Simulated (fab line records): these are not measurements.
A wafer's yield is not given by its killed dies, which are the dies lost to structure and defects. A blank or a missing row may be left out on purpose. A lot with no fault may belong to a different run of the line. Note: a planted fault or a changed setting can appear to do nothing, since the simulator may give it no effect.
Struck lot and sound lot, side by side	flow sky130	16 out of 708 route steps
Sound: wafers L224.2, L224.3, L224.4. Wafers L230.2, L230.3, L230.4 were the ones struck. Last of all comes the cause.
For every step that has rows: the tool of each side, followed by ch and its chambers, followed by its first start. Under that, the readings that differ: sound wafers	struck wafers	difference of the means	sigmas: that difference in standard deviations of wafers without a fault.
alike: readings whose means differ by less than 2 such deviations, and words and numbers that are the same on both sides. not compared: withheld readings, readings that some wafer has no value for, bounds like >300 that may hide the same value, and numbers for which the record gives no deviation and whose values overlap.
A row with sigmas, a row that says differs or no value, or rows on one side alone: a step with any of these is where the two part. Numbers that don't overlap but have no deviation are shown without sigmas and don't part them. A reading that every wafer of one side lacks parts them only if that side has two wafers or more.

SKY_POLY_GATE_THK_MEAS_04:
  sound: film metro-01 at day 15 19:27; struck: film metro-04 at day 17 23:40
  alike: POLY_GATE_CVD_03_THK
then, 8 steps without rows for these wafers: SKY_POLY_GATE_DEHYDRATE_05 (time 60 s); SKY_POLY_GATE_HMDS_06 (prime time 60 s); SKY_POLY_GATE_COAT_07 (resist thk 110 nm); SKY_POLY_GATE_COAT_08 (resist thk 450 nm); SKY_POLY_GATE_SOFTBAKE_09 (time 90 s); SKY_POLY_GATE_EXPOSE_10 (exposes mask P1M, target cd 150 nm); SKY_POLY_GATE_PEB_11; SKY_POLY_GATE_DEVELOP_12 (develop time 60 s).
SKY_POLY_GATE_CD_MEAS_13: target cd 150 nm.
  sound: cd sem-02 at day 17 00:16; struck: cd sem-01 at day 19 06:57
reading	sound	struck	difference	sigmas
cd nm (nm)	148.5 148.6 148.9	152.9 152.9 152.9	+4.2	+4
SKY_POLY_GATE_OVL_MEAS_14:
  sound: overlay-02 at day 17 00:22; struck: overlay-01 at day 19 07:03
  alike: POLY_GATE_OVL
SKY_POLY_GATE_ETCH_15: etches BARC in N2/H2, stops on SiO2, time 118.5 s, target depth 110 nm.
  sound on rie diel-04 ch 0,1,3, day 17 00:24; struck on rie diel-01 ch 0,2,3, day 19 07:05
  alike: bias w, chamber pressure mTorr, drypump motor current A, n2 flow sccm, oes product au, throttle valve pct
  not compared: rf hours counter h
SKY_POLY_GATE_ETCH_16: etches Si3N4 in CH3F/O2, stops on poly-Si, time 147.5 s, target depth 75 nm.
  sound on rie diel-04 ch 0,1,3, day 17 00:29; struck on rie diel-01 ch 0,2,3, day 19 07:10
  no value came back on the struck wafers for any of 6 readings (O2_flow_sccm (sccm), bias w (W) and others); on the sound wafers O2_flow_sccm (sccm) reads 30.03 29.95 29.96
reading	sound	struck	difference	sigmas
model.KrF-thick_of_POLY_GATE_COAT_08.thk nm (nm)	236.2 237.4 228.5	343.4 343.5 344.2	+109.7	
  not compared: rf hours counter h
SKY_POLY_GATE_ETCH_17: etches poly-Si in HBr/Cl2, stops on SiO2, target depth 180 nm, time 70.5 s.
  sound on rie si-02 ch 0,1,2, day 17 00:35; struck on rie si-02 ch 0,1,2, day 19 07:16
reading	sound	struck	difference	sigmas
model.KrF-thick_of_POLY_GATE_COAT_08.thk nm (nm)	143.2 141.2 134.8	250.3 246.5 251.5	+109.7	
  alike: HBr_flow_sccm, bias w, drypump motor current A, oes product au, rf hours counter h, throttle valve pct
SKY_POLY_GATE_STRIP_18: strips in O2/N2.
  sound on plasma asher-01 ch 0,1, day 17 00:38; struck on plasma asher-01 ch 0,1, day 19 07:19
reading	sound	struck	difference	sigmas
oes product au (a.u.)	0.366 0.366 0.356	0.411 0.403 0.409	+0.045	+9
strip time to endpoint s (s)	3.27 3.26 3.19	4.43 4.40 4.45	+1.19	+28
  alike: drypump motor current A, n2 flow sccm
  not compared: rf hours counter h
then, 1 step without rows for these wafers: SKY_POLY_GATE_CLEAN_19 (cleans in SC1/SC2, time 150 s).

== WHERE THEY PART ==
First at SKY_POLY_GATE_CD_MEAS_13; last, within this record, at SKY_POLY_GATE_STRIP_18.

WHY: whatever the simulator had introduced
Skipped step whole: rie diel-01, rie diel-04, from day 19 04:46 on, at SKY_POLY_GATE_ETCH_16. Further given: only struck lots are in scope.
